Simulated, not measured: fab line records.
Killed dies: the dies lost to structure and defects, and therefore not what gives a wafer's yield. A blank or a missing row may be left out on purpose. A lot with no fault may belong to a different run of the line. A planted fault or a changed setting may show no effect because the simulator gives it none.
A struck lot beside a sound one | flow gf180mcu | 14 out of 602 route steps
Sound: wafers L577.2, L577.4, L577.6. Wafers struck: L571.2, L571.4, L571.6. At the end, the cause is stated.
Order at every step that has rows: each side's tool, ch and its chambers, its first start. Under that, the readings that differ: sound wafers | struck wafers | difference of the means | sigmas: that difference in standard deviations of wafers without a fault.
alike: words and numbers the same on both sides, and readings whose means are apart by under 2 such deviations; not compared: readings that were withheld, readings missing a value for some wafer, numbers with overlapping values and no deviation given by the record, and bounds like >300 which may hide the same value.
The two part at a step that has a row with sigmas, a row that says differs or no value, or rows on one side only. Numbers that don't overlap but have no deviation are shown without sigmas and don't part them. Lack of a reading on every wafer of one side parts them only where that side has two or more wafers.

GF_M2_SPUTTER_01: material TiN, target thk 30 nm, time 25 s.
  sound on pvd_sputter-03, day 23 09:20; struck on pvd_sputter-04, day 21 10:35
  alike: throttle_valve_pct
GF_M2_SPUTTER_02: material AlCu, target thk 450 nm, time 23.9 s.
  sound on pvd_sputter-03, day 23 09:22; struck on pvd_sputter-04, day 21 10:37
  alike: throttle_valve_pct
GF_M2_SPUTTER_03: material Ti, target thk 10 nm, time 6.7 s.
  sound on pvd_sputter-03, day 23 09:23; struck on pvd_sputter-04, day 21 10:38
  alike: throttle_valve_pct
GF_M2_SPUTTER_04: material TiN, target thk 50 nm, time 41.7 s.
  sound on pvd_sputter-03, day 23 09:25; struck on pvd_sputter-04, day 21 10:40
  alike: throttle_valve_pct
GF_M2_RS_MEAS_05: measurement is done with a four-point probe.
  sound on film_metro-04, day 23 09:28; struck on film_metro-02, day 21 10:43
  reading             | sound                | struck               | difference | sigmas
  M2_ALCU_RS (ohm/sq) | 0.0701 0.0700 0.0706 | 0.0686 0.0688 0.0684 | -0.0016    | -2
GF_M2_THK_MEAS_06: measures by xrf.
  sound on film_metro-04, day 23 09:35; struck on film_metro-02, day 21 10:50
  reading          | sound       | struck      | difference | sigmas
  M2_ALCU_THK (nm) | 443 443 441 | 457 452 456 | +13        | +2
then, 6 steps without rows for these wafers: GF_M2_DEHYDRATE_07 (time 60 s); GF_M2_HMDS_08 (prime time 60 s); GF_M2_COAT_09 (resist thk 1000 nm); GF_M2_SOFTBAKE_10 (time 60 s); GF_M2_EXPOSE_11 (exposes mask Metal2, target cd 280 nm); GF_M2_PEB_12 (peb time 90 s).
GF_M2_DEVELOP_13: develop time 60 s.
  struck on litho_track-04, day 22 10:05; sound on litho_track-01 ch 0, day 24 07:27
  no value came back on the struck wafers for chill_plate_temp_C (C), develop_time_s (s); on the sound wafers chill_plate_temp_C (C) reads 22.99 23.01 23.04
  reading                             | sound             | struck            | difference | sigmas
  model.KrF_of_M2_COAT_09.thk_nm (nm) | 986.4 985.5 987.9 | 999.8 997.4 999.5 | +12.3      |
GF_M2_CD_MEAS_14: target cd 280 nm.
  sound on cd_sem-01, day 24 07:35; struck on cd_sem-02, day 22 10:14
  reading    | sound             | struck | difference                    | sigmas
  cd_nm (nm) | 279.7 279.2 278.6 | - - -  | no value on the struck wafers |

## WHERE THEY PART
Last at GF_M2_CD_MEAS_14 as far as this record goes, first at GF_M2_RS_MEAS_05.

WHY: the cause the simulator had injected
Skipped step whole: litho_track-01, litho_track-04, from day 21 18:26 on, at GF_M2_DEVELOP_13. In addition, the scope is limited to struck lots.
